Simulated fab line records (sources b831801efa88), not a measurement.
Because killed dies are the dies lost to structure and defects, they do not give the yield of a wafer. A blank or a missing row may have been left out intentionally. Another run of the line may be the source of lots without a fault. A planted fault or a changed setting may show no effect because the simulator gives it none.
A single fault, viewed from 2 desks -- flow gf180mcu -- numbers are kept per desk, each desk with only its own; the story behind them comes last

METROLOGY DESK
What the gauges read, lot by lot, whatever tool the lot ran on: means of the sampled wafers that have a number. Marked OUT: a lot whose mean sits more than 4 standard deviations from the usual mean, which makes it out of limits; the brackets give that distance.
Columns: A = INCOMING_BOW at GF_STI_BOW_MEAS_00, usual -1 um; B = STI_OXIDATION_THK at GF_STI_THK_MEAS_02, usual 10.14 nm; C = STI_CVD_03_THK at GF_STI_THK_MEAS_04, usual 206.9 nm; D = MVSD_OVL at GF_MVSD_OVL_MEAS_07, usual -0.1 nm
lot,first seen here,A,B,C,D
L175,day 1 10:00,-1,10.05,209.3,0.1
L176,day 1 15:00,0,9.99,208.4,-1.0
L177,day 1 20:01,-0,10.27,205.6,-1.0
L178,day 2 01:00,2,10.16,206.5,0.4
L179,day 2 06:00,-3,10.25,208.4,-1.5
L181,day 2 16:00,4,10.30,206.9,-0.2
L183,day 3 02:02,-7,10.45,204.4,-0.9
L184,day 3 07:01,2,10.05,206.3,0.2
L185,day 3 12:01,-6,10.12,206.7,-0.7
L186,day 3 17:02,1,10.24,82.2 (-69) OUT,-0.5
L187,day 3 22:00,0,10.05,208.2,1.5
L197,day 6 00:02,0,10.34,207.6,1.0
Finding of this desk: L186 out of limits, first seen on L186 at day 3 23:14 (STI_CVD_03_THK at GF_STI_THK_MEAS_04). L175, L176, L177, L178, L179, L181, L183, L184, L185, L187, L197 stayed within limits.

THE TOOL OWNER'S DESK: lpcvd-02
The tool's own readings at GF_STI_CVD_03 (deposits Si3N4 from DCS/NH3, target thk 207.16 nm, time 3551 s): means of the sampled wafers that have a number, for each lot that ran on this tool. Marked OUT: a lot whose mean sits more than 4 standard deviations from the usual mean, which makes it out of limits; the brackets give that distance.
Columns: A = pressure_mtorr at GF_STI_CVD_03, usual 249.9 mTorr; B = zone_power_centre_pct at GF_STI_CVD_03, usual 15.37 %
lot,first seen here,A,B
L175,day 1 12:42,250.1,15.72
L176,day 1 16:34,250.2,15.58
L177,day 1 21:34,249.7,15.17
L178,day 2 02:34,249.9,15.60
L179,day 2 09:13,250.5,15.79
L181,day 2 17:34,249.9,15.63
L183,day 3 04:23,250.3,15.19
L184,day 3 09:26,249.8,15.62
L185,day 3 16:27,250.1,15.25
L186,day 3 21:13,250.5,15.13
This desk found nothing out of limits on any of the 10 lots.

ALL TOGETHER
At day 3 23:14 the metrology desk could have sounded an alarm, on L186.
The tool owner's desk saw nothing out of limits.
Tool owner's desk: L186 on record, inside its limits.
The lots listed all ran GF_STI_CVD_03 on lpcvd-02.

WHAT HAD BEEN PUT IN BY THE SIMULATOR
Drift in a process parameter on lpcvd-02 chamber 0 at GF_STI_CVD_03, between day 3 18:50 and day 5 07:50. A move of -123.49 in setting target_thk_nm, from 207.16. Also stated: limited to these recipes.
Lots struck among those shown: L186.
Delay in hours, fault start to first out-of-limits reading, per desk: metrology desk 4.
